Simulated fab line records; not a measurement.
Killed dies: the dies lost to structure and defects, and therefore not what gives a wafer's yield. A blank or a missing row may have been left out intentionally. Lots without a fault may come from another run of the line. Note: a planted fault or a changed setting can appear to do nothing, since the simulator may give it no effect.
8D (eight disciplines) problem report, filled in by code || flow sky130 || the parts of the form that need people (team, actions taken, sign-off) are left out

1. WHAT WENT WRONG
Wafers without a fault read 15, standard deviation 4.5; killed-at-front-end at SKY_PAD_OPEN_PROBE_99 reads a mean of 77 on 6 wafers belonging to 2 lots. Measured from the usual mean, that is +14 standard deviations.
Earliest sighting: wafer L873.1 on prober-01 at day 48 14:25. The record holds 12 wafers of 4 lots with a number at this step. The rule behind "out" and "out of limits": a value lying over 4 standard deviations away from the usual mean. All remaining wafers that have a number are taken as sound.

2. WHAT THIS IS AND IS NOT
{"question": "which readings at this step", "is": "killed-at-front-end", "is not": "killed_at_M4_up, killed-at-other, killed-open"}
{"question": "which lots", "is": "L873, L874", "is not": "L868, L876"}
{"question": "which wafers of those lots", "is": "all that have a number", "is not": "-"}
{"question": "read on which tools", "is": "prober-01, prober-02", "is not": "-"}
{"question": "when", "is": "from day 48 14:25", "is not": "up to then (3 sound wafers); but 3 sound wafers of L876 came after"}

3. SUSPECTS, AND WHAT RULES EACH OUT
Counting: a tool at any process step up to the reading remains a suspect when it ran all the lots that are out and ran no sound lot after the first of those.
- plasma-asher-02 at SKY_GATE_OXIDE_STRIP_13 (strips in O2/N2): kept. Every lot that is out went through it, starting with L873 (day 17 19:16), and after that it ran no sound lot; the last sound lot it ran before then is L868 (day 16 05:19).
The count leaves plasma-asher-02 at SKY_GATE_OXIDE_STRIP_13.

4. THE CAUSE (what the simulator had put in)
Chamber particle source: plasma-asher-02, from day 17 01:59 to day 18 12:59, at SKY_GATE_OXIDE_STRIP_13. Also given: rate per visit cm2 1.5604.
After counting, this tool was the only one left.

5. SEQUENCE OF EFFECTS, ordered by route
Each row: a reading where the mean over the struck wafers with a number is more than 3 standard deviations away from the usual. Scope: only readings with a usual standard deviation given in the record; hours: median across lots of the time from each lot's start at the first step in this table that gives one to its start at this step; sigmas: change in usual standard deviations.
{"hours": 0, "step": "SKY_PAD_OPEN_PROBE_99", "reading": "killed-at-front-end", "usual": 15, "on struck wafers": 77, "change": "+62", "sigmas": "+14"}
{"hours": 0, "step": "SKY_PAD_OPEN_PROBE_99", "reading": "killed-dies", "usual": 84, "on struck wafers": 143, "change": "+59", "sigmas": "+5.9"}
It contains these process steps:
- SKY_PAD_OPEN_PROBE_99

6. HOW IT WOULD HAVE BEEN CAUGHT EARLIER
First out-of-limits reading in this record: day 48 14:25, which is 756 hours after fault onset at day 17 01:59.
An alarm limit of 4 standard deviations would not have fired on the tool readings at SKY_GATE_OXIDE_STRIP_13 for which the record gives a usual standard deviation, since none of them was out on any struck wafer.
By day 48 14:25, every lot that is out (2) had started SKY_GATE_OXIDE_STRIP_13 on plasma-asher-02. Had the tool been put on hold then, not one of them would have been saved.
